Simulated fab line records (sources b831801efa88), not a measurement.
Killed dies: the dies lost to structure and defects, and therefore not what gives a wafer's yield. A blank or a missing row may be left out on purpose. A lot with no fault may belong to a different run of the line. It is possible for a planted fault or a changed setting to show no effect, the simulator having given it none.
Check of tool commonality / flow gf180mcu / 36 wafers sampled across 12 lots

== THE REASON FOR OPENING IT ==
At GF_STI_THK_MEAS_04 the reading STI_CVD_03_THK is flagged on 2 of 12 lots. Fault-free wafers read 206.9 nm, with a standard deviation of 1.9.
Rule: a lot gets a flag if all its wafers with a number sit over 4 standard deviations from that mean, or if no wafer of it has a number. The other lots count as sound.

lot=L517; measured=day 1 13:59; on=film-metro-01; STI_CVD_03_THK (nm), wafer by wafer=206.3 207.4 204.6; flag=
lot=L518; measured=day 1 18:44; on=film-metro-02; STI_CVD_03_THK (nm), wafer by wafer=208.7 210.8 210.9; flag=
lot=L519; measured=day 2 00:08; on=film-metro-01; STI_CVD_03_THK (nm), wafer by wafer=204.4 204.0 207.7; flag=
lot=L520; measured=day 2 04:34; on=film-metro-04; STI_CVD_03_THK (nm), wafer by wafer=207.3 206.0 207.2; flag=
lot=L521; measured=day 2 10:29; on=film-metro-02; STI_CVD_03_THK (nm), wafer by wafer=206.2 205.4 204.3; flag=
lot=L522; measured=day 2 15:55; on=film-metro-02; STI_CVD_03_THK (nm), wafer by wafer=208.2 210.0 208.7; flag=
lot=L523; measured=day 2 19:43; on=film-metro-02; STI_CVD_03_THK (nm), wafer by wafer=206.3 206.5 206.0; flag=
lot=L524; measured=day 3 00:35; on=film-metro-02; STI_CVD_03_THK (nm), wafer by wafer=207.5 207.3 206.4; flag=
lot=L525; measured=day 3 05:34; on=film-metro-02; STI_CVD_03_THK (nm), wafer by wafer=206.9 206.8 207.6; flag=
lot=L526; measured=day 3 11:23; on=film-metro-01; STI_CVD_03_THK (nm), wafer by wafer=207.8 208.9 206.4; flag=
lot=L531; measured=day 4 11:56; on=film-metro-01; STI_CVD_03_THK (nm), wafer by wafer=218.5 220.2 219.6; flag=FLAGGED
lot=L533; measured=day 4 21:34; on=film-metro-04; STI_CVD_03_THK (nm), wafer by wafer=216.8 217.3 218.1; flag=FLAGGED
The numbers of the flagged lots are 218.4 nm on average: +11.5 nm against the usual, or +6 standard deviations.

== EACH LOT AND THE TOOL IT RAN ON ==
The record keeps 1 process step preceding the reading, out of 602 steps on the route. Each cell gives the tool, then ch followed by the chambers the sampled wafers passed through, then the start.
lot=L517; flag=; GF_STI_CVD_03=lpcvd-01 ch 0, day 1 11:58
lot=L518; flag=; GF_STI_CVD_03=lpcvd-01 ch 0, day 1 16:44
lot=L519; flag=; GF_STI_CVD_03=lpcvd-01 ch 1, day 1 22:09
lot=L520; flag=; GF_STI_CVD_03=lpcvd-02 ch 0, day 2 02:35
lot=L521; flag=; GF_STI_CVD_03=lpcvd-01 ch 0, day 2 08:30
lot=L522; flag=; GF_STI_CVD_03=lpcvd-02 ch 1, day 2 12:55
lot=L523; flag=; GF_STI_CVD_03=lpcvd-02 ch 1, day 2 17:44
lot=L524; flag=; GF_STI_CVD_03=lpcvd-02 ch 1, day 2 22:34
lot=L525; flag=; GF_STI_CVD_03=lpcvd-02 ch 1, day 3 03:34
lot=L526; flag=; GF_STI_CVD_03=lpcvd-01 ch 0, day 3 09:24
lot=L531; flag=FLAGGED; GF_STI_CVD_03=lpcvd-02 ch 0, day 4 09:57
lot=L533; flag=FLAGGED; GF_STI_CVD_03=lpcvd-02 ch 0, day 4 19:34
What is done by these steps:
- GF_STI_CVD_03: deposits Si3N4 from DCS/NH3, target thk 207.16 nm, time 3551 s.
- GF_STI_THK_MEAS_04

== FLAGGED AGAINST TOTAL, ONE TOOL AT A TIME (gauges that did the reading follow at the end) ==
step=GF_STI_CVD_03; tool=lpcvd-01; lots run=5; flagged=0; share of the flagged lots=none; sound lots run after its first flagged lot=-
step=GF_STI_CVD_03; tool=lpcvd-02; lots run=7; flagged=2; share of the flagged lots=all; sound lots run after its first flagged lot=0
step=GF_STI_THK_MEAS_04; tool=film-metro-01; lots run=4; flagged=1; share of the flagged lots=some; sound lots run after its first flagged lot=0
step=GF_STI_THK_MEAS_04; tool=film-metro-02; lots run=6; flagged=0; share of the flagged lots=none; sound lots run after its first flagged lot=-
step=GF_STI_THK_MEAS_04; tool=film-metro-04; lots run=2; flagged=1; share of the flagged lots=some; sound lots run after its first flagged lot=0

== THE TABLE: WHAT IT ALLOWS ==
Rows of the table that ran each flagged lot: 1, that is lpcvd-02 at GF_STI_CVD_03.
- lpcvd-02 at GF_STI_CVD_03 ran 7 lots, 2 of them flagged. Its last sound lot is L525 (day 3 03:34), its first flagged lot L531 (day 4 09:57): a fault that began between those two fits. Its own readings lie more than 4 standard deviations out on every wafer of the flagged lots: pressure-mtorr.
lpcvd-02 at GF_STI_CVD_03 is the single tool remaining.

== WHAT THE SIMULATOR HAD PUT IN ==
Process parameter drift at GF_STI_CVD_03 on lpcvd-02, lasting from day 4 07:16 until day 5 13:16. A move of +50 in setting pressure-mtorr, from 250. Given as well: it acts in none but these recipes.
Struck lots among those shown: L531, L533. Same finding as the rule above.
